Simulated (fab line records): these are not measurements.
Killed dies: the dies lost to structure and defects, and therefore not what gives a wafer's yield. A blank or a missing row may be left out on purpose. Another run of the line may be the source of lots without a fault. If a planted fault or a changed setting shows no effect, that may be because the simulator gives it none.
fab line records -- flow sky130
record lots=5, wafers=15, last_day=50
route steps=708 shown METAL5@666 PAD_OPEN@708
lots that met no fault: from a run of the same line without faults
start_h: hours from the record's first day to the start of the lot's first wafer shown -- wait_h: how many hours have passed since the lot's step before this one -- " unchanged from the row above -- L1.1+2: a row that stands for several wafers -- - no value, or no start was given -- * or withheld: withheld -- < > ~ a bound
route shown NAME@n: NAME is a module with steps in the file, n the number in the route of the first one -- usual: average and standard deviation across the fault-free wafers -- same: alike in all rows -- chamber/n: place in a boat -- sites: the reading at each site -- _std_site: their standard deviation -- _edge_site: mean of outer sites minus mean of inner sites -- radius_mm: how far each site lies from the wafer's centre -- mask NAME#n: copy n -- behind: tool/chamber where the wafer was last shaped -- hold: reason for holding the lot/hours on hold/outcome of the hold -- device: the transistor (n, p or np) that didn't switch -- end of line: tests of these same wafers at the route's end -- a step given without rows: its recipe and nothing more -- killed: dies lost to structure and defects at the first sort, not the wafer's yield -- map: shows each die of a wafer: x if killed, . if not, _ if none is there
set.NAME: the setting that was run; set.NAME@STEP: the one run at that earlier step -- model.NAME: the simulator's own value behind a step, which no gauge read
a table for each step, a row for each wafer; lots at some steps of the route
services: from which hour (start_h, from the record's first day; less than 0 if before it) a tool's chamber was out of use, for how many hours, and why
## steps
# step SKY_METAL5_RS_MEAS_05
# recipe thk_meas_gauge=four-point-probe, reads=TiN_of_METAL5_SPUTTER_04+Ti_of_METAL5_SPUTTER_03+AlCu_of_METAL5_SPUTTER_02+TiN_of_METAL5_SPUTTER_01+Ti_of_METAL5_SPUTTER_00
# usual METAL5_ALCU_RS=0.0271/0.00032
lot.wafer,tool,chamber,start_h,wait_h,METAL5_ALCU_RS[ohm/sq]
L416.1,film_metro-01,-,1016.25,0.0,0.0268
L416.4,film_metro-01,-,1016.25,0.0,0.0268
L416.6,film_metro-01,-,1016.25,0.0,0.0272
L419.3,film_metro-03,-,1050.61,0.1,0.0274
L419.4,film_metro-03,-,1050.61,0.1,0.0271
L419.5,film_metro-03,-,1050.61,0.1,0.0272
L421.2,film_metro-04,-,1057.13,0.0,0.0276
L421.3,film_metro-04,-,1057.13,0.0,0.0273
L421.5,film_metro-04,-,1057.13,0.0,0.0273
L428.3,film_metro-04,-,1104.96,0.1,0.0274
L428.4,film_metro-04,-,1104.96,0.1,0.0272
L428.6,film_metro-04,-,1104.96,0.1,0.0273
L434.1,film_metro-03,-,1143.37,0.0,0.0270
L434.5,film_metro-03,-,1143.37,0.0,0.0271
L434.6,film_metro-03,-,1143.37,0.0,0.0270
# step SKY_METAL5_THK_MEAS_06
# recipe thk_meas_gauge=xrf, reads=AlCu_of_METAL5_SPUTTER_02
# usual METAL5_ALCU_THK=1147/16
lot.wafer,tool,chamber,start_h,wait_h,METAL5_ALCU_THK[nm]
L416.1,film_metro-01,-,1016.37,0.1,1151
L416.4,film_metro-01,-,1016.37,0.1,1142
L416.6,film_metro-01,-,1016.37,0.1,1130
L419.3,film_metro-03,-,1050.71,0.1,1148
L419.4,film_metro-03,-,1050.71,0.1,1161
L419.5,film_metro-03,-,1050.71,0.1,1157
L421.2,film_metro-04,-,1057.24,0.1,1121
L421.3,film_metro-04,-,1057.24,0.1,1130
L421.5,film_metro-04,-,1057.24,0.1,1130
L428.3,film_metro-04,-,1105.06,0.1,1135
L428.4,film_metro-04,-,1105.06,0.1,1140
L428.6,film_metro-04,-,1105.06,0.1,1132
L434.1,film_metro-03,-,1143.49,0.1,1169
L434.5,film_metro-03,-,1143.49,0.1,1167
L434.6,film_metro-03,-,1143.49,0.1,1158
# step SKY_METAL5_DEHYDRATE_07
# recipe temp_c=200, time_s=60
# step SKY_METAL5_HMDS_08
# recipe prime_time_s=60, prime_temp_c=120
# step SKY_METAL5_COAT_09
# recipe resist=NOVOLAK, spin_rpm=3000, resist_thk_nm=1800
# step SKY_METAL5_SOFTBAKE_10
# recipe temp_c=90, time_s=60, resist=NOVOLAK
# step SKY_METAL5_EXPOSE_11
# recipe mask_id=MM5, na=0.6, source_shape=conventional, sigma_outer=0.6, polarization=unpolarized, target_cd_nm=1600, dose_mj=190
# step SKY_METAL5_PEB_12
# recipe temp_c=withheld, time_s=*, resist=NOVOLAK
# step SKY_METAL5_DEVELOP_13
# recipe resist=NOVOLAK, developer=TMAH, develop_time_s=60, dev_temp_c=23
# step SKY_METAL5_DESCUM_14
# recipe chemistry=O2, source_power_w=150, bias_power_w=0, pressure_mtorr=10, temp_c=40, time_s=11
# usual chamber_pressure_mTorr=9.999/0.0094, drypump_motor_current_A=6.02/0.29, oes_product_au=0.998/0.011
lot.wafer,tool,chamber,start_h,wait_h,chamber_pressure_mTorr,drypump_motor_current_A,oes_product_au,rf_hours_counter_h
L416.1,rie_metal-04,0,1038.27,0.1,9.999,6.06,0.978,9
L416.4,rie_metal-04,1,1038.27,0.1,10.005,6.23,1.014,-
L416.6,rie_metal-04,0,1038.27,0.1,10.006,6.08,0.984,-
L419.3,rie_metal-03,0,1070.66,0.1,9.990,6.18,1.007,-
L419.4,rie_metal-03,1,1070.66,0.1,9.999,6.08,1.005,-
L419.5,rie_metal-03,0,1070.66,0.1,9.985,6.17,1.003,-
L421.2,rie_metal-02,1,1078.35,0.1,9.995,5.40,0.994,17
L421.3,rie_metal-02,0,1078.35,0.1,9.987,6.20,0.994,-
L421.5,rie_metal-02,0,1078.35,0.1,10.013,6.19,1.000,-
L428.3,rie_metal-02,0,1124.23,0.1,10.000,6.20,0.995,-
L428.4,rie_metal-02,1,1124.23,0.1,10.003,5.44,0.985,-
L428.6,rie_metal-02,0,1124.23,0.1,10.018,6.20,0.990,-
L434.1,rie_metal-03,1,1161.47,0.1,10.002,6.05,1.005,22
L434.5,rie_metal-03,0,1161.47,0.1,9.998,6.19,1.009,-
L434.6,rie_metal-03,1,1161.47,0.1,9.983,6.03,0.993,-
# step SKY_METAL5_METAL_ETCH_15
# recipe target_depth_a=12600, stop_on=SiO2, over_etch_frac=0.2, time_s=252, chemistry=Cl2/BCl3, resist_sidewall_deg=86, pressure_mtorr=10, icp_w=900, bias_w=48.5, Cl2_flow_sccm=60, bcl3_flow_sccm=30
# usual chamber_pressure_mTorr=9.999/0.0089, drypump_motor_current_A=6.02/0.29, oes_product_au=0.894/0.0048, throttle_valve_pct=22.265/0.0091
lot.wafer,tool,chamber,start_h,wait_h,chamber_pressure_mTorr,drypump_motor_current_A,oes_product_au,rf_hours_counter_h,throttle_valve_pct
L416.1,rie_metal-04,0,1038.31,0.0,9.996,6.09,0.898,9,22.269
L416.4,rie_metal-04,1,1038.31,0.0,10.002,6.23,0.902,-,22.271
L416.6,rie_metal-04,0,1038.31,0.0,10.005,6.08,0.889,-,22.267
L419.3,rie_metal-03,0,1070.77,0.1,9.991,6.18,0.903,-,22.262
L419.4,rie_metal-03,1,1070.77,0.1,10.011,6.05,0.893,-,22.278
L419.5,rie_metal-03,0,1070.77,0.1,10.013,6.18,0.906,-,22.272
L421.2,rie_metal-02,1,1078.39,0.0,9.998,5.44,0.899,17,22.260
L421.3,rie_metal-02,0,1078.39,0.0,9.990,6.19,0.894,-,22.260
L421.5,rie_metal-02,0,1078.39,0.0,10.024,6.19,0.891,-,22.274
L428.3,rie_metal-02,0,1124.33,0.1,10.006,6.17,0.892,-,22.273
L428.4,rie_metal-02,1,1124.33,0.1,10.007,5.43,0.889,-,22.265
L428.6,rie_metal-02,0,1124.33,0.1,10.011,6.17,0.889,-,22.256
L434.1,rie_metal-03,1,1161.51,0.0,9.990,6.07,0.896,22,22.250
L434.5,rie_metal-03,0,1161.51,0.0,10.011,6.19,0.892,-,22.270
L434.6,rie_metal-03,1,1161.51,0.0,10.004,6.08,0.894,-,22.257
# step SKY_METAL5_STRIP_16
# recipe chemistry=O2/N2, power_w=1400, pressure_mtorr=1500, platen_temp_c=withheld, o2_flow_sccm=3000, n2_flow_sccm=300, overash_fraction=0.5
# usual chamber_pressure_mTorr=1500.1/1.4, drypump_motor_current_A=5.7/0.36, oes_product_au=0.711/0.0042, strip_time_to_endpoint_s=13.08/0.12
lot.wafer,tool,chamber,start_h,wait_h,chamber_pressure_mTorr,drypump_motor_current_A,oes_product_au,rf_hours_counter_h,strip_time_to_endpoint_s
L416.1,plasma_asher-03,1,1038.54,0.2,1500.6,5.7,0.716,30,13.21
L416.4,plasma_asher-03,0,1038.54,0.2,1500.4,5.2,0.710,-,13.14
L416.6,plasma_asher-03,0,1038.54,0.2,1500.0,5.2,0.707,-,13.11
L419.3,plasma_asher-02,0,1070.96,0.1,1501.6,5.6,0.718,-,12.87
L419.4,plasma_asher-02,1,1070.96,0.1,1501.5,5.5,0.711,-,13.04
L419.5,plasma_asher-02,1,1070.96,0.1,1499.2,5.5,0.714,-,13.07
L421.2,plasma_asher-04,1,1078.62,0.2,1500.9,5.8,0.710,1,13.16
L421.3,plasma_asher-04,1,1078.62,0.2,1499.0,5.8,0.713,-,13.06
L421.5,plasma_asher-04,0,1078.62,0.2,1500.8,6.2,0.714,-,13.03
L428.3,plasma_asher-04,1,1124.52,0.1,1500.9,5.8,0.713,-,13.17
L428.4,plasma_asher-04,0,1124.52,0.1,1497.2,6.2,0.708,-,13.21
L428.6,plasma_asher-04,1,1124.52,0.1,1502.0,5.8,0.709,-,13.22
L434.1,plasma_asher-04,0,1161.74,0.2,1497.8,6.2,0.705,9,13.15
L434.5,plasma_asher-04,0,1161.74,0.2,1498.9,6.2,0.709,-,12.94
L434.6,plasma_asher-04,1,1161.74,0.2,1500.7,5.8,0.721,-,13.17
# step SKY_METAL5_STRIP_17
# recipe chemistry=post_etch_residue_remover, time_s=1200, temp_c=72.5
# usual bath_heat_duty_pct=14.3/1.9, temp_c=72.48/0.13
lot.wafer,tool,chamber,start_h,wait_h,bath_heat_duty_pct,temp_c
L416.1,wet_bench-01,0,1038.64,0.1,14.7,72.41
L416.4,wet_bench-01,0,1038.64,0.1,15.9,72.29
L416.6,wet_bench-01,0,1038.64,0.1,16.0,72.28
L419.3,wet_bench-02,0,1071.02,0.0,13.8,72.62
L419.4,wet_bench-02,0,1071.02,0.0,13.7,72.60
L419.5,wet_bench-02,0,1071.02,0.0,13.2,72.50
L421.2,wet_bench-03,3,1078.72,0.1,13.5,72.49
L421.3,wet_bench-03,3,1078.72,0.1,14.2,72.68
L421.5,wet_bench-03,3,1078.72,0.1,15.6,72.44
L428.3,wet_bench-01,0,1124.62,0.1,16.2,72.45
L428.4,wet_bench-01,0,1124.62,0.1,16.0,72.49
L428.6,wet_bench-01,0,1124.62,0.1,15.5,72.29
L434.1,wet_bench-01,2,1161.87,0.1,16.3,71.54
L434.5,wet_bench-01,2,1161.87,0.1,17.5,71.57
L434.6,wet_bench-01,2,1161.87,0.1,15.6,71.70
# step SKY_METAL5_CLEAN_18
# recipe chemistry=IPA, time_s=180, temp_c=25
# step SKY_PAD_OPEN_PROBE_99
# usual defect_limited_yield=82.4/2, killed_at_M0_to_M3=43/7, killed_at_M4_up=3.3/1.8, killed_at_contacts=24/6.2, killed_at_front_end=16/4.7, killed_at_other=0.4/0.58, killed_dies=87/10, killed_open=47/6.4, killed_short=39/7, sort_bin_3_pad_short=0.9/0.35, sort_bin_5_function=10.3/1.5, sort_bin_6_memory=6.4/1.2, sort_n_pass=406/9.9, sort_yield_pct=82.5/2
# same gross_dies=492, killed_at_back_side=0, sort_bin_4_leakage[%]=0, sort_bin_8_speed[%]=0
lot.wafer,tool,chamber,start_h,wait_h,defect_limited_yield[%],killed_at_M0_to_M3,killed_at_M4_up,killed_at_contacts,killed_at_front_end,killed_at_other,killed_dies,killed_open,killed_short,sort_bin_3_pad_short[%],sort_bin_5_function[%],sort_bin_6_memory[%],sort_n_pass,sort_yield_pct[%]
L421.2,prober-02,-,1121.83,0.1,78.0,46,6,36,19,1,108,49,59,1.0,14.4,6.5,384,78.0
L421.3,prober-02,-,1121.88,0.2,81.7,40,4,30,16,0,90,48,42,1.4,10.2,6.7,402,81.7
L421.5,prober-02,-,1121.98,0.2,86.4,31,1,23,12,0,67,42,25,0.4,8.3,4.9,425,86.4
L428.3,prober-01,-,1165.76,0.2,84.1,35,6,26,11,0,78,46,31,0.6,10.2,5.1,414,84.1
L428.4,prober-01,-,1165.81,0.2,81.5,32,3,27,29,0,91,46,41,0.6,11.4,6.5,401,81.5
L428.6,prober-01,-,1165.91,0.2,82.5,24,4,38,19,1,86,46,39,0.6,9.8,7.1,406,82.5
L434.1,prober-01,-,1197.89,0.1,81.5,44,1,33,13,0,91,47,42,0.8,10.2,7.5,401,81.5
L434.5,prober-01,-,1198.09,0.2,79.9,46,4,34,15,0,99,51,48,0.4,14.0,5.7,393,79.9
L434.6,prober-01,-,1198.14,0.2,78.5,50,7,29,20,0,106,53,53,1.6,11.6,8.3,386,78.5
# killed by level:class
L421.2 CONTACT:geometric_particle:open=13 VIA1:geometric_particle:open=10 FIELD_ISO:geometric_particle:short=8 LOCAL_INTERCONNECT:geometric_particle:short=7 VIA1:geometric_particle:short=6 VIA3:geometric_particle:short=6 METAL4:geometric_particle:short=6 LI_CONTACT:geometric_particle:open=5
L421.3 VIA1:geometric_particle:open=12 LI_CONTACT:geometric_particle:open=10 VIA2:geometric_particle:open=6 CONTACT:geometric_particle:open=6 FIELD_ISO:geometric_particle:short=5 CONTACT:geometric_particle:short=5 METAL2:geometric_particle:short=5 METAL4:geometric_particle:short=4
L421.5 VIA1:geometric_particle:open=10 CONTACT:geometric_particle:open=8 VIA2:geometric_particle:open=7 LI_CONTACT:geometric_particle:open=6 CONTACT:geometric_particle:short=6 FIELD_ISO:geometric_particle:short=4 METAL1:geometric_particle:short=4 POLY_GATE:geometric_particle:open=3
L428.3 CONTACT:geometric_particle:open=10 VIA1:geometric_particle:open=8 LI_CONTACT:geometric_particle:open=6 CONTACT:geometric_particle:short=6 VIA3:geometric_particle:open=6 FIELD_ISO:geometric_particle:open=4 VIA2:geometric_particle:short=4 VIA2:geometric_particle:open=4
L428.4 CONTACT:geometric_particle:open=11 FIELD_ISO:geometric_particle:short=7 FIELD_ISO:geometric_particle:open=7 POLY_GATE:geometric_particle:short=7 VIA1:geometric_particle:open=7 LI_CONTACT:geometric_particle:open=6 VIA1:geometric_particle:short=6 VIA2:geometric_particle:open=6
L428.6 CONTACT:geometric_particle:open=11 LI_CONTACT:geometric_particle:open=10 CONTACT:geometric_particle:short=9 VIA3:geometric_particle:open=7 VIA1:geometric_particle:open=7 FIELD_ISO:geometric_particle:short=5 LOCAL_INTERCONNECT:geometric_particle:short=4 FIELD_ISO:geometric_particle:open=4
L434.1 CONTACT:geometric_particle:open=14 VIA1:geometric_particle:open=9 VIA3:geometric_particle:open=9 METAL2:geometric_particle:short=7 LOCAL_INTERCONNECT:geometric_particle:short=6 VIA1:geometric_particle:short=6 METAL1:geometric_particle:short=5 CONTACT:geometric_particle:short=5
L434.5 VIA1:geometric_particle:open=12 VIA3:geometric_particle:open=10 CONTACT:geometric_particle:open=9 CONTACT:geometric_particle:short=8 METAL2:geometric_particle:short=8 LI_CONTACT:geometric_particle:open=7 LI_CONTACT:geometric_particle:short=5 LOCAL_INTERCONNECT:geometric_particle:short=5
L434.6 METAL2:geometric_particle:short=12 LI_CONTACT:geometric_particle:open=9 CONTACT:geometric_particle:open=9 VIA3:geometric_particle:open=9 FIELD_ISO:geometric_particle:open=6 VIA2:geometric_particle:open=5 VIA1:geometric_particle:short=5 POLY_GATE:geometric_particle:short=4
## services
tool,chamber,start_h,hours,kind
plasma_asher-03,-,1020.87,14.6,pm
rie_metal-02,0,1036.94,-,clean
rie_metal-02,0,1036.94,14.4,scheduled_down
rie_metal-02,0,1036.94,14.4,vent_cycle
rie_metal-04,-,1048.09,2.8,pm
plasma_asher-04,-,1055.25,9.0,pm
plasma_asher-04,0,1055.25,9.0,vent_cycle
plasma_asher-04,1,1055.25,9.0,vent_cycle
wet_bench-01,-,1062.48,16.5,repair
wet_bench-03,-,1062.59,1.9,pm
plasma_asher-04,0,1064.25,-,clean
plasma_asher-04,1,1064.25,-,clean
rie_metal-04,-,1064.56,0.1,repair
rie_metal-04,0,1076.83,11.8,repair
rie_metal-03,-,1085.60,28.1,pm
wet_bench-01,-,1090.24,1.7,repair
plasma_asher-03,-,1101.11,2.6,repair
plasma_asher-02,-,1132.74,12.4,repair
plasma_asher-03,-,1159.18,2.2,repair
## key
first_sign step=SKY_METAL5_STRIP_17, reading=temp_c, direction=down, sigmas=6.8, usual=*, struck=*
effect none on later readings
met_at SKY_METAL5_STRIP_17
struck_wafers L434.1,L434.5,L434.6
fault kind=process_parameter_drift, tool=wet_bench-01, chamber=2, onset_h=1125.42, steps=SKY_METAL5_STRIP_17, channel=temp_c, offset=*, shape=step, end_h=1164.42, acts_in=*, stated=*
